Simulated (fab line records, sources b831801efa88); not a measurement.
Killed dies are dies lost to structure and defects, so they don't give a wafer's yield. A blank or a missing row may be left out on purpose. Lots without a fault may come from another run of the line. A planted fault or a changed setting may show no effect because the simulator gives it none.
Split-lot experiment | flow sfq_line | 5 lots, 23 wafers read, on a route of 325 steps

THE SPLIT
At SFQ_TRILAYER_I0_VIA_LITHO_PEB_034 (peb time 60 s), the setting peb_temp_c was moved away from the recipe's 115 C on 9 of the 23 wafers read, by -1.2% to +1.4%. The other wafers ran this setting at the recipe's value.

FROM THE SPLIT TO THE READING: what the file shows between them, 1 step
- SFQ_TRILAYER_I0_VIA_LITHO_DEVELOP_033: time 60 s

THE READING
I0.cd_nm (the simulator's own value, which no gauge read), in nm, at SFQ_TRILAYER_I0_VIA_BARC_OPEN_VIA_ETCH_046 (etches BARC in O2, target depth 125 nm, time 41.7 s). The file gives no usual value for it. The 14 wafers here that ran the recipe average 499.0 nm, standard deviation 0.83 nm.

wafer  | tool, chamber at the split | peb_temp_c as run, C | against the recipe | I0.cd_nm, nm | against lot-mates on the recipe
L074.4 | litho_track-03, 0          | 115                  | recipe             | 498.3        | -
L074.5 | litho_track-03, 0          | 115                  | recipe             | 498.2        | -
L074.6 | litho_track-03, 0          | 115                  | recipe             | 499          | -
L076.1 | litho_track-01, 0          | 115                  | recipe             | 499.7        | -
L076.2 | litho_track-01, 0          | 115                  | recipe             | 499.4        | -
L076.3 | litho_track-01, 0          | 113.6                | -1.2%              | 473.4        | -26.1
L076.4 | litho_track-01, 0          | 113.6                | -1.2%              | 474.3        | -25.2
L076.6 | litho_track-01, 0          | 113.6                | -1.2%              | 472.4        | -27.1
L080.1 | litho_track-03, 0          | 116.6                | +1.4%              | 527.1        | +27.3
L080.2 | litho_track-03, 0          | 115                  | recipe             | 498.6        | -
L080.4 | litho_track-03, 0          | 116.6                | +1.4%              | 525.7        | +25.9
L080.5 | litho_track-03, 0          | 116.6                | +1.4%              | 526.6        | +26.8
L080.6 | litho_track-03, 0          | 115                  | recipe             | 501          | -
L084.2 | litho_track-02, 0          | 113.6                | -1.2%              | 470.6        | -28.0
L084.3 | litho_track-02, 0          | 113.6                | -1.2%              | 472          | -26.6
L084.4 | litho_track-02, 0          | 115                  | recipe             | 498.3        | -
L084.5 | litho_track-02, 0          | 113.6                | -1.2%              | 472.9        | -25.8
L084.6 | litho_track-02, 0          | 115                  | recipe             | 499          | -
L085.1 | litho_track-03, 0          | 115                  | recipe             | 497.5        | -
L085.2 | litho_track-03, 0          | 115                  | recipe             | 498.9        | -
L085.6 | litho_track-03, 0          | 115                  | recipe             | 498.9        | -
L085.3 | litho_track-03, 0          | 115                  | recipe             | 499.1        | -
L085.5 | litho_track-03, 0          | 115                  | recipe             | 500          | -

THE FIT
A straight line over all 23 wafers: I0.cd_nm changes by +20.8 nm for each +1% of peb_temp_c; r = +1.00; the points scatter about the line by 1.1 nm.
The same after taking each lot's own level away (the mean of its wafers on the recipe; 23 wafers): +20.6 nm for each +1%; r = +1.00; scatter 1.1 nm.
On that fit, the largest move of peb_temp_c shifts the reading by 29 nm.
The lots' own levels span 498.50 to 499.80 nm, that is 1.6 times the standard deviation above.
So the lot-to-lot level changes the slope little: the two slopes agree.
Check: with one of the wafers moved furthest among these (+1.4%) left out of the fit, the line predicts +28.2 nm for it against its lot-mates. It came out at +27.3 nm against them.

OTHER SPLITS ON THESE WAFERS
These wafers also went through other splits before the reading. Each is held against what the fit with the lots' levels taken away leaves over:
other split on the same wafers                  | wafers away from the commonest value | r with I0.cd_nm (lot level and that fit taken away)
SFQ_TRILAYER_L0_DEP_SPUTTER_003 time_s          | 11                                   | -0.28
SFQ_TRILAYER_L0_BARC_OPEN_METAL_ETCH_010 icp_w  | 8                                    | +0.07
SFQ_TRILAYER_L0_VIA_LITHO_COAT_018 spin_rpm     | 7                                    | -0.21
SFQ_TRILAYER_M0_LITHO_COAT_021 resist_thk_nm    | 8                                    | +0.29
SFQ_TRILAYER_M0_BARC_OPEN_METAL_ETCH_031 bias_w | 5                                    | +0.30

THE FILE'S OWN FIT
I0.cd_nm changes by +20.8 nm for each +1% of peb_temp_c, r = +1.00.
